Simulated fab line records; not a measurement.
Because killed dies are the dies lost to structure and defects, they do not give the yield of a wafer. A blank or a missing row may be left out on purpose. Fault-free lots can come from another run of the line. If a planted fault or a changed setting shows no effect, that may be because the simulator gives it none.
Shared-tool check | flow gf180mcu | 39 wafers sampled across 13 lots

THE REASON FOR OPENING IT
2 of 13 lots carry a flag on the reading MVPSD_TW at GF_MVPSD_TW_MEAS_11. Wafers without a fault read 551, standard deviation 4.8.
Rule: flag the lot when none of its wafers has a number, or when each of its wafers that has one lies beyond 4 standard deviations from that mean. As for the other lots, they are considered sound.

lot  | measured     | on            | MVPSD_TW, wafer by wafer | flag
L418 | day 4 22:55  | film-metro-03 | 549 548 547              |
L419 | day 5 05:24  | film-metro-04 | 560 557 557              |
L420 | day 5 11:57  | film-metro-03 | 542 545 544              |
L421 | day 5 15:45  | film-metro-02 | 556 555 553              |
L422 | day 6 02:46  | film-metro-02 | 556 558 560              |
L423 | day 6 05:57  | film-metro-04 | 550 556 553              |
L424 | day 6 12:28  | film-metro-03 | 546 547 548              |
L425 | day 6 18:57  | film-metro-04 | 555 555 555              |
L427 | day 7 05:46  | film-metro-02 | 556 556 556              |
L428 | day 7 15:00  | film-metro-04 | 549 553 553              |
L435 | day 9 06:55  | film-metro-03 | 696 700 702              | FLAGGED
L437 | day 9 18:48  | film-metro-03 | 696 701 699              | FLAGGED
L439 | day 10 06:44 | film-metro-02 | 555 554 556              |
On average the flagged lots' numbers are 699, which is +148 against the usual, or +31 standard deviations.

WHICH TOOL EACH LOT WENT THROUGH
The record keeps 1 process step preceding the reading, out of 602 steps on the route. Cell contents, in order: the tool; ch with the chambers the sampled wafers went through; the start.
lot  | flag    | GF_MVPSD_IMPLANT_09
L418 |         | implanter-01 ch 0, day 4 22:42
L419 |         | implanter-04 ch 0, day 5 05:09
L420 |         | implanter-01 ch 0, day 5 11:42
L421 |         | implanter-04 ch 0, day 5 15:30
L422 |         | implanter-04 ch 0, day 6 02:31
L423 |         | implanter-01 ch 0, day 6 05:42
L424 |         | implanter-01 ch 0, day 6 12:13
L425 |         | implanter-02 ch 0, day 6 18:42
L427 |         | implanter-04 ch 0, day 7 05:33
L428 |         | implanter-02 ch 0, day 7 14:45
L435 | FLAGGED | implanter-01 ch 0, day 9 06:41
L437 | FLAGGED | implanter-01 ch 0, day 9 18:33
L439 |         | implanter-02 ch 0, day 10 06:29
What the steps here do:
- GF_MVPSD_IMPLANT_09
- GF_MVPSD_TW_MEAS_11

FLAGGED AGAINST TOTAL, ONE TOOL AT A TIME (gauges that did the reading follow at the end)
step                | tool          | lots run | flagged | share of the flagged lots | sound lots run after its first flagged lot
GF_MVPSD_IMPLANT_09 | implanter-01  | 6        | 2       | all                       | 0
GF_MVPSD_IMPLANT_09 | implanter-02  | 3        | 0       | none                      | -
GF_MVPSD_IMPLANT_09 | implanter-04  | 4        | 0       | none                      | -
GF_MVPSD_TW_MEAS_11 | film-metro-02 | 4        | 0       | none                      | -
GF_MVPSD_TW_MEAS_11 | film-metro-03 | 5        | 2       | all                       | 0
GF_MVPSD_TW_MEAS_11 | film-metro-04 | 4        | 0       | none                      | -

WHAT IS ALLOWED BY THE TABLE
implanter-01 at GF_MVPSD_IMPLANT_09 and film-metro-03 at GF_MVPSD_TW_MEAS_11 are the 2 rows of the table that ran each flagged lot.
- implanter-01 at GF_MVPSD_IMPLANT_09: 2 of its 6 lots flagged. A fault beginning between L424 (day 6 12:13), its last sound lot, and L435 (day 9 06:41), its first flagged one, fits the data. Its own readings (dose-ions-cm2, faraday-current-uA) fall more than 4 standard deviations out on all wafers of the flagged lots.
- film-metro-03 at GF_MVPSD_TW_MEAS_11: 2 of its 5 lots flagged. A fault beginning between L424 (day 6 12:28), its last sound lot, and L435 (day 9 06:55), its first flagged one, fits the data.
A lot count leaves these 2 tools indistinguishable: every one of them fits a fault beginning at some hour. More lots, or a look at what each step does to the wafer, might.

WHAT HAD BEEN PUT IN BY THE SIMULATOR
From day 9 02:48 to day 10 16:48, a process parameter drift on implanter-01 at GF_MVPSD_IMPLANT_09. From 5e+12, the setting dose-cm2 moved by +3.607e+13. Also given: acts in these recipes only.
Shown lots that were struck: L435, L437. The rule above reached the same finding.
